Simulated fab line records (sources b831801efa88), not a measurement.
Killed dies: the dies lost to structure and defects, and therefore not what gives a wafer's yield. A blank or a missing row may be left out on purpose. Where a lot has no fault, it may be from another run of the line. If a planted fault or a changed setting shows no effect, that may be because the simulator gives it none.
A lot that was struck, set against a sound lot    flow sky130    15 out of 708 route steps
Sound: these wafers, L716.1, L716.2, L716.5. Struck: wafer L718.4. (L718.1, L718.6 of the same lot were not struck and are left out.) The cause comes at the end.
At each step with rows: each side's tool, then ch and its chambers, then its first start. Under that, the readings that differ: sound wafers    struck wafers    difference of the means    sigmas: that difference in standard deviations of wafers without a fault.
alike: words and numbers the same on both sides, and readings whose means are apart by under 2 such deviations; not compared: readings that were withheld, readings missing a value for some wafer, numbers with overlapping values and no deviation given by the record, and bounds like >300 which may hide the same value.
Wherever a step has rows on one side only, a row that says differs or no value, or a row with sigmas, the two part there. Numbers that don't overlap but have no deviation are shown without sigmas and don't part them. A reading that every wafer of one side lacks parts them only if that side has two wafers or more.

SKY_CONTACT_OVL_MEAS_15:
  sound on overlay-01, day 33 01:02; struck on overlay-01, day 33 17:26
reading           sound   struck  difference  sigmas
CONTACT_OVL (nm)  11 5 7  -9      -17         -3
SKY_CONTACT_ETCH_16: etches BARC in N2/H2, stops on SiO2, time 45.9 s, target depth 60 nm.
  sound on rieDiel-04 ch 0,3, day 33 01:05; struck on rieDiel-04 ch 0, day 33 17:29
  alike: drypumpMotorCurrentA, oesProductAu, throttleValvePct
  not compared: rfHoursCounterH
SKY_CONTACT_ETCH_17: etches SiO2 in C4F8/O2/Ar, stops on Si3N4, target depth 340 nm.
  sound on rieDiel-04 ch 0,3, day 33 01:07; struck on rieDiel-04 ch 0, day 33 17:31
  alike: oesProductAu
then, 1 step without rows for these wafers: SKY_CONTACT_ETCH_18 (etches Si3N4 in CHF3/O2, stops on TiN, time 39 s, target depth 75 nm).
SKY_CONTACT_STRIP_19: strips in O2/N2.
  sound on plasmaAsher-02 ch 0,1, day 33 01:13; struck on plasmaAsher-02 ch 0, day 33 17:37
  alike: drypumpMotorCurrentA, oesProductAu, stripTimeToEndpointS
  not compared: rfHoursCounterH
then, 4 steps without rows for these wafers: SKY_CONTACT_STRIP_20 (strips in post etch residue remover, time 1200 s); SKY_CONTACT_CLEAN_21 (cleans in IPA, time 180 s); SKY_CONTACT_CLEAN_22 (cleans in O3/DIW); SKY_CONTACT_SPUTTER_23 (material TiN, target thk 20 nm, time 80 s).
SKY_CONTACT_CVD_24: deposits W, target thk 340 nm, time 102.12 s.
  sound on cvdW-02 ch 0,1, day 33 01:52; struck on cvdW-02 ch 1, day 33 18:16
  alike: heaterPowerW, susceptorTempC
SKY_CONTACT_RS_MEAS_25: measurement is done with a four-point probe.
  sound on filmMetro-03, day 33 01:58; struck on filmMetro-03, day 33 18:23
  alike: CONTACT_W_RS
SKY_CONTACT_THK_MEAS_26: measures by xrf.
  sound on filmMetro-03, day 33 02:05; struck on filmMetro-03, day 33 18:30
  alike: CONTACT_W_THK
SKY_CONTACT_CMP_27: polishes, stops on SiO2, t overpolish 15 s, target thk 0 nm.
  sound on cmp-02 ch 1,2, day 33 02:09; struck on cmp-02 ch 2, day 33 18:34
reading              sound                 struck  difference  sigmas
overpolishRunS (s)   15.010 15.011 15.009  0.046   -14.964     -99 or more
timeToEndpointS (s)  83.5 82.6 81.7        126.6   +44.0       +15
  alike: motorCurrentA, slurryFlowMlMin
SKY_METAL1_SPUTTER_00: material Ti, target thk 15 nm, time 10 s.
  rows exist in the record for the sound wafers here (pvdSputter-01, day 33 02:27), none for the struck ones
-- the record jumps here: 14 days lie between the struck wafers' starts before and after (it left off in module METAL1 and takes up again in module PAD_OPEN, whose first step shown is number 708 of the route) --
SKY_PAD_OPEN_PROBE_99:
  sound on prober-01, day 47 00:16; struck on prober-01, day 47 10:22
reading           sound     struck  difference  sigmas
killedAtContacts  31 28 29  444     +415        +77
killedDies        98 99 98  492     +394        +39
killedOnRim       19 17 16  96      +79         +20
  alike: killed_at_M0_to_M3, killed_at_M4_up, killedAtFrontEnd, killedAtOther, killedOpen, killedShort

WHERE THEY PART
At SKY_CONTACT_OVL_MEAS_15 first; at SKY_PAD_OPEN_PROBE_99 last (within this record only).

WHY: what had been put in by the simulator
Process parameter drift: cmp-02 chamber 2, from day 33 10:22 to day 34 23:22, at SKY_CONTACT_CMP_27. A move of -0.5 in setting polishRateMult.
